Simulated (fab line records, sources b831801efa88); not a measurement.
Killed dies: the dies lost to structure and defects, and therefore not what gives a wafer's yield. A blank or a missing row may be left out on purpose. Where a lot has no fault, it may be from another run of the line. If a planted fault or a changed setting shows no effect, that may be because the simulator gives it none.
Matching of chambers + flow sky130 + SKY_VIA1_CMP_24 on cmp-01 has 4 sister chambers
The step polishes, stops on SiO2, t overpolish 15 s, target thk 0 nm. 8 wafers are shown with their chamber, then 7 later ones without.

== WAFERS WITH THEIR CHAMBER ==
| wafer  | chamber | motorCurrentA (A) | timeToEndpointS (s) |
|--------|---------|-------------------|---------------------|
| L561.5 | 1       | 11.7              | 62                  |
| L567.6 | 1       | 11.7              | 65                  |
| L569.5 | 3       | 11.0              | 72                  |
| L571.2 | 3       | 10.8              | 67                  |
| L571.3 | 0       | 9.9               | 65                  |
| L571.6 | 2       | 13.6              | 63                  |
| L573.1 | 2       | 12.5              | 66                  |
| L573.4 | 0       | 9.9               | 63                  |

== WAFERS MISSING THEIR CHAMBER ==
| wafer  | motorCurrentA (A) | timeToEndpointS (s) |
|--------|-------------------|---------------------|
| L573.5 | 13.1              | 63                  |
| L575.1 | 10.8              | 69                  |
| L575.5 | 10.1              | 70                  |
| L575.6 | 10.9              | 71                  |
| L577.3 | 12.1              | 66                  |
| L577.4 | 11.7              | 65                  |
| L577.5 | 11.6              | 65                  |

== THE CHAMBER EACH PASSED THROUGH ==
| wafer  | from the rows above          | in truth |
|--------|------------------------------|----------|
| L573.5 | 2                            | 2        |
| L575.1 | 3                            | 3        |
| L575.5 | can't be placed: 3 or 0      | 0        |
| L575.6 | 3                            | 3        |
| L577.3 | can't be placed: 1 or 2 or 3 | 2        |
| L577.4 | 1                            | 1        |
| L577.5 | can't be placed: 1 or 3      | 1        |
Correctly placed: 4 of 7. Can't be placed from these rows: 3 (the true chamber is among the candidates in 3). 0 placed wrongly.
How it was worked out, from the rows above alone: a wafer's distance from a chamber is the root of the sum, over the readings, of the square of ((its reading less the chamber's mean) divided by the reading's scatter). If the next closest chamber is less than 2 further off than the closest, the wafer can't be placed; otherwise it belongs to the closest. The mean given for a chamber averages the wafers shown for that chamber. The scatter is the square root of a quotient: the sum, over the shown wafers, of each reading's squared deviation from its chamber's mean, divided by wafers minus chambers.
